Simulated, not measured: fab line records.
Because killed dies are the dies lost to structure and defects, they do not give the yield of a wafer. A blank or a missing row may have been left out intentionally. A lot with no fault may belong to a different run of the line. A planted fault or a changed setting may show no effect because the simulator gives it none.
Which tool is to blame?	flow sky130	Sampling: 11 lots, 33 wafers, 4 of 708 route steps

== WHAT THE GAUGES READ, wafer by wafer ==
SKY_VIA2_THK_MEAS_01.
lot	measured	on	VIA2_HDPCVD_THK (nm)
L531	day 35 13:17	filmMetro-03	1184 1186 1180
L532	day 35 18:31	filmMetro-01	1186 1188 1164
L534	day 36 14:44	filmMetro-03	1190 1173 1172
L535	day 37 03:45	filmMetro-03	1193 1178 1180
L538	day 37 14:23	filmMetro-04	1183 1159 1189
L540	day 38 09:30	filmMetro-01	1172 1175 1173
L541	day 38 12:48	filmMetro-01	1181 1191 1196
L544	day 39 15:29	filmMetro-04	1197 1173 1206
L545	day 39 17:30	filmMetro-04	1160 1163 1176
L549	day 41 03:08	filmMetro-04	1169 1169 1165
L553	day 41 21:59	filmMetro-01	1178 1165 1192

== WHICH TOOL RAN EACH LOT (tool, then ch and the chambers of the sampled wafers, then the start) ==
lot	SKY_CONTACT_CMP_27	SKY_METAL1_DESCUM_17	SKY_METAL2_EXPOSE_12
L531	cmp-02 ch 0,1,2, day 31 22:54	rieMetal-04 ch 0,1, day 33 03:26	krfScanner-01 ch 0, day 34 23:41
L532	cmp-02 ch 2,3, day 32 05:53	rieMetal-02 ch 0,1, day 33 09:52	krfScanner-02 ch 0, day 35 04:37
L534	cmp-02 ch 0,1,3, day 33 02:04	rieMetal-04 ch 0,1, day 34 05:16	krfScanner-02 ch 0, day 35 23:59
L535	cmp-02 ch 0,1, day 33 15:58	rieMetal-02 ch 0,1, day 34 19:01	krfScanner-02 ch 0, day 36 13:51
L538	cmp-01 ch 0,1,3, day 34 02:59	rieMetal-02 ch 0,1, day 35 05:52	krfScanner-01 ch 0, day 37 00:05
L540	cmp-02 ch 1,3, day 34 23:38	rieMetal-02 ch 0,1, day 36 02:01	krfScanner-01 ch 0, day 37 19:30
L541	cmp-01 ch 2,3, day 35 02:07	rieMetal-01 ch 0,1, day 36 05:31	krfScanner-01 ch 0, day 37 23:01
L544	cmp-02 ch 0,1,3, day 36 06:16	rieMetal-04 ch 0,1, day 37 08:38	krfScanner-02 ch 0, day 39 01:30
L545	cmp-02 ch 0,2, day 36 07:38	rieMetal-02 ch 1, day 37 10:37	krfScanner-01 ch 0, day 39 04:17
L549	cmp-01 ch 0,1,3, day 37 19:10	rieMetal-01 ch 1, day 38 21:32	krfScanner-02 ch 0, day 40 14:41
L553	cmp-02 ch 1,2,3, day 38 15:33	rieMetal-01 ch 1, day 39 17:10	krfScanner-02 ch 0, day 41 09:23
- SKY_CONTACT_CMP_27: polishes, stops on SiO2, t overpolish 15 s, target thk 0 nm.
- SKY_METAL1_DESCUM_17: chemistry O2, time 8 s.
- SKY_METAL2_EXPOSE_12: exposes mask MM2, target cd 140 nm.

== AS READ BY THE TOOLS THEMSELVES (means over the sampled wafers that have a number; for cases with no such wafer, the mark the record gives instead) ==
SKY_CONTACT_CMP_27.
lot	tool	motorCurrentA (A)	overpolishRunS (s)	retainingRingPressureFrac	timeToEndpointS (s)
L531	cmp-02	11.0	15.004	0.999	82
L532	cmp-02	10.3	15.002	1.000	83
L534	cmp-02	10.6	15.006	0.999	88
L535	cmp-02	11.5	14.995	1.004	84
L538	cmp-01	11.5	14.999	1.002	83
L540	cmp-02	10.0	15.000	0.999	81
L541	cmp-01	11.0	14.991	0.995	87
L544	cmp-02	10.7	15.002	0.999	80
L545	cmp-02	11.4	15.003	0.999	87
L549	cmp-01	11.3	15.007	1.000	89
L553	cmp-02	10.3	14.996	0.999	77

SKY_METAL1_DESCUM_17.
lot	tool	drypumpMotorCurrentA (A)	oesProductAu (a.u.)	rfFwdPowerW (W)
L531	rieMetal-04	5.4	0.992	146.7
L532	rieMetal-02	5.6	1.003	146.6
L534	rieMetal-04	5.5	1.012	147.0
L535	rieMetal-02	5.6	0.985	146.3
L538	rieMetal-02	5.9	1.000	146.1
L540	rieMetal-02	6.0	0.996	146.7
L541	rieMetal-01	5.4	0.991	146.6
L544	rieMetal-04	5.6	1.001	147.2
L545	rieMetal-02	6.4	1.005	146.2
L549	rieMetal-01	5.2	0.994	146.4
L553	rieMetal-01	5.2	0.995	147.0

SKY_METAL2_EXPOSE_12.
lot	tool	exposureDoseMJCm2	focusOffsetNm (nm)
L531	krfScanner-01	28.044	0.0
L532	krfScanner-02	27.992	-0.1
L534	krfScanner-02	27.994	0.0
L535	krfScanner-02	27.999	-0.1
L538	krfScanner-01	27.993	0.1
L540	krfScanner-01	28.057	-0.0
L541	krfScanner-01	28.592	-0.3
L544	krfScanner-02	28.033	0.1
L545	krfScanner-01	28.494	-0.1
L549	krfScanner-02	27.974	-0.1
L553	krfScanner-02	28.017	0.5

== THE ANSWER, worked out from the rows above alone ==
Rule: what is usual is taken from the lots themselves. The widest of any qualifying gaps counts: lots, ordered by their means at a reading, are off when they make up no more than a third of the lots, leave a main group of 4 or more, and stand apart from it by 3 or more times the standard deviation of that group's means. Not used: any main group whose means are identical at the precision the tables above print for the reading. Also off: a lot with no number at a reading for which 4 or more lots have one. All remaining lots with rows at the step are treated as sound. After the gauges, taken in route order, come the tools' own readings; for these a lot's mean is taken, as printed above. The first step at which some lot is off is used, and at that step the reading that is off furthest; a lot without a number counts as furthest.
Off, at SKY_METAL2_EXPOSE_12 on exposureDoseMJCm2: L541, L545. The main group has a mean of 28.011 with a standard deviation of 0.026.
A tool fits if, at that step or a process step before it, it ran every lot that is off, and no sound lot after the first of them. One fits: krfScanner-01 at SKY_METAL2_EXPOSE_12. Its last sound lot is L540 (day 37 19:30), its first lot that is off L541 (day 37 23:01): a fault that began between those two fits.
On the lots that are off, the tool's own readings at SKY_METAL2_EXPOSE_12 differ by more than 5 times the standard deviation of the sound lots' means, which bears it out; exposureDoseMJCm2 reads 28.543 there versus 28.011 on the sound lots.

== WHAT THE SIMULATOR PUT IN ==
Process parameter drift: krfScanner-01, from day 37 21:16 on, at SKY_METAL2_EXPOSE_12. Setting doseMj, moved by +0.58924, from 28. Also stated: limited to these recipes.
Shown lots that were struck: L541, L545. Same finding as the rule above.
